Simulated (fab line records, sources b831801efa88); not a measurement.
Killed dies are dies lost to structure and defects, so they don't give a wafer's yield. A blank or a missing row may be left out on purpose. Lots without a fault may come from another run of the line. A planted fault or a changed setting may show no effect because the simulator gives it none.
Which tool did it? | flow sky130 | 13 lots, 39 wafers sampled, at 4 steps of a route of 708

WHAT THE GAUGES READ, wafer by wafer
SKY_SONOS_TUNNEL_OVL_MEAS_08.
lot  | measured     | on         | SONOS_TUNNEL_OVL (nm)
L627 | day 11 17:22 | overlay-01 | 3.2 4.2 2.1
L628 | day 12 03:30 | overlay-02 | -0.3 0.5 0.9
L632 | day 14 08:27 | overlay-02 | 1.2 1.7 1.6
L636 | day 14 23:55 | overlay-01 | -2.5 -1.7 -3.2
L640 | day 16 12:34 | overlay-02 | 0.4 0.7 0.2
L641 | day 16 19:48 | overlay-02 | 0.1 0.5 1.1
L642 | day 17 01:48 | overlay-01 | -1.0 -2.8 -1.5
L644 | day 17 17:13 | overlay-02 | 1.2 1.2 2.3
L645 | day 17 22:36 | overlay-01 | -0.6 -0.9 -0.1
L646 | day 18 03:21 | overlay-01 | -0.9 0.3 0.3
L647 | day 18 23:07 | overlay-02 | -1.0 -1.1 0.6
L648 | day 19 04:21 | overlay-01 | 0.2 0.4 1.1
L649 | day 19 06:46 | overlay-02 | 0.9 2.8 2.3

SKY_SD_P_TW_MEAS_11.
lot  | measured     | on            | SD_P_TW
L627 | day 26 03:23 | film_metro-02 | 2803 2807 2801
L628 | day 26 09:14 | film_metro-04 | 2833 2849 2856
L636 | day 29 19:02 | film_metro-03 | 2807 2796 2809
L640 | day 31 07:48 | film_metro-03 | 2821 2838 2837
L641 | day 31 03:23 | film_metro-03 | 2833 2849 2839
L642 | day 31 11:08 | film_metro-04 | 2854 2851 2850
L644 | day 31 23:48 | film_metro-02 | 2832 2823 2810
L645 | day 32 01:41 | film_metro-02 | 2805 2784 2817
L646 | day 32 08:41 | film_metro-04 | 2864 2864 2874
L647 | day 33 04:16 | film_metro-02 | 2805 2815 2789
L648 | day 33 06:35 | film_metro-04 | 2855 2860 2843
L649 | day 33 07:16 | film_metro-02 | 2806 2805 2789

WHICH TOOL RAN EACH LOT (tool, then ch and the chambers of the sampled wafers, then the start)
lot  | SKY_POLY_GATE_ETCH_15              | SKY_LDD_LDN_STRIP_12
L627 | rie_diel-02 ch 1,2, day 16 20:11   | plasma_asher-04 ch 0, day 23 14:43
L628 | rie_diel-04 ch 0,3, day 17 04:38   | plasma_asher-04 ch 0,1, day 23 18:13
L632 | rie_diel-03 ch 0,1,3, day 19 19:29 | plasma_asher-02 ch 0,1, day 26 06:19
L636 | rie_diel-03 ch 2,3, day 20 20:50   | plasma_asher-04 ch 0,1, day 27 05:34
L640 | rie_diel-04 ch 0,1,2, day 22 14:02 | plasma_asher-04 ch 0,1, day 28 21:59
L641 | rie_diel-03 ch 0,1,2, day 22 09:47 | plasma_asher-02 ch 0,1, day 28 16:19
L642 | rie_diel-02 ch 0,1,2, day 22 17:17 | plasma_asher-02 ch 0,1, day 28 22:52
L644 | rie_diel-02 ch 0,1, day 23 09:14   | plasma_asher-02 ch 0,1, day 29 13:37
L645 | rie_diel-02 ch 0,1,2, day 23 11:35 | plasma_asher-04 ch 0,1, day 29 15:46
L646 | rie_diel-04 ch 2,3, day 23 17:59   | plasma_asher-02 ch 0,1, day 29 21:58
L647 | rie_diel-02 ch 2,3, day 24 14:47   | plasma_asher-04 ch 0,1, day 30 17:59
L648 | rie_diel-03 ch 1,2,3, day 24 17:23 | plasma_asher-02 ch 0,1, day 30 19:43
L649 | rie_diel-02 ch 0,3, day 24 19:47   | plasma_asher-03 ch 0,1, day 30 22:38
- SKY_POLY_GATE_ETCH_15: etches BARC in N2/H2, stops on SiO2, time 118.5 s, target depth 110 nm.
- SKY_LDD_LDN_STRIP_12: strips in O2/N2.

WHAT THE TOOLS THEMSELVES READ (means of the sampled wafers that have a number; where no wafer has one, the mark that the record gives instead)
SKY_POLY_GATE_ETCH_15.
lot  | tool        | drypump_motor_current_A (A) | oes_product_au (a.u.) | throttle_valve_pct (%)
L627 | rie_diel-02 | 5.5                         | 0.712                 | 13.212
L628 | rie_diel-04 | 5.1                         | 0.714                 | 13.217
L632 | rie_diel-03 | 5.6                         | 0.713                 | 13.223
L636 | rie_diel-03 | 5.1                         | 0.719                 | 13.210
L640 | rie_diel-04 | 5.5                         | 0.717                 | 13.222
L641 | rie_diel-03 | 5.6                         | 0.717                 | 13.221
L642 | rie_diel-02 | 5.8                         | 0.720                 | 13.210
L644 | rie_diel-02 | 5.8                         | 0.716                 | 13.224
L645 | rie_diel-02 | 5.8                         | 0.715                 | 13.206
L646 | rie_diel-04 | 5.1                         | 0.710                 | 13.217
L647 | rie_diel-02 | 5.9                         | 0.719                 | 13.215
L648 | rie_diel-03 | 5.2                         | 0.719                 | 13.201
L649 | rie_diel-02 | 6.5                         | 0.718                 | 13.215

SKY_LDD_LDN_STRIP_12.
lot  | tool            | drypump_motor_current_A (A) | oes_product_au (a.u.) | strip_time_to_endpoint_s (s)
L627 | plasma_asher-04 | 5.70                        | 0.715                 | 14.15
L628 | plasma_asher-04 | 5.55                        | 0.718                 | 14.19
L632 | plasma_asher-02 | 5.84                        | 0.939                 | -
L636 | plasma_asher-04 | 5.57                        | 0.714                 | 14.19
L640 | plasma_asher-04 | 5.42                        | 0.716                 | 14.15
L641 | plasma_asher-02 | 5.80                        | 0.716                 | 14.15
L642 | plasma_asher-02 | 5.83                        | 0.712                 | 14.16
L644 | plasma_asher-02 | 5.83                        | 0.717                 | 14.21
L645 | plasma_asher-04 | 5.44                        | 0.715                 | 14.16
L646 | plasma_asher-02 | 5.79                        | 0.711                 | 14.14
L647 | plasma_asher-04 | 5.44                        | 0.718                 | 14.17
L648 | plasma_asher-02 | 5.79                        | 0.718                 | 14.16
L649 | plasma_asher-03 | 5.72                        | 0.716                 | 14.15

THE ANSWER, worked out from the rows above alone
Rule: what is usual is taken from the lots themselves. Put in order of their means at a reading, lots are off if they are a third of the lots or fewer, leave a main group of 4 or more, and stand apart from it by a gap of 3 or more times the standard deviation of the main group's means; of several such gaps the widest counts. A main group whose means are all the same, to the digits that the tables above print for the reading, isn't used. A lot without any number at a reading at which 4 lots or more have one is off too. The other lots that the step has rows for count as sound. The gauges are gone through in route order, then the tools' own readings, and for those a lot's mean is taken as printed above. The first step at which some lot is off is used, and at that step the reading that is off furthest; a lot without a number counts as furthest.
Off: L632, at SKY_LDD_LDN_STRIP_12 (strip_time_to_endpoint_s). Without a number there: L632. The main group: mean 14.17 s, standard deviation 0.02.
A tool fits if, at that step or a process step before it, it ran every lot that is off, and no sound lot after the first of them. None of those tried fits.

WHAT THE SIMULATOR HAD PUT IN
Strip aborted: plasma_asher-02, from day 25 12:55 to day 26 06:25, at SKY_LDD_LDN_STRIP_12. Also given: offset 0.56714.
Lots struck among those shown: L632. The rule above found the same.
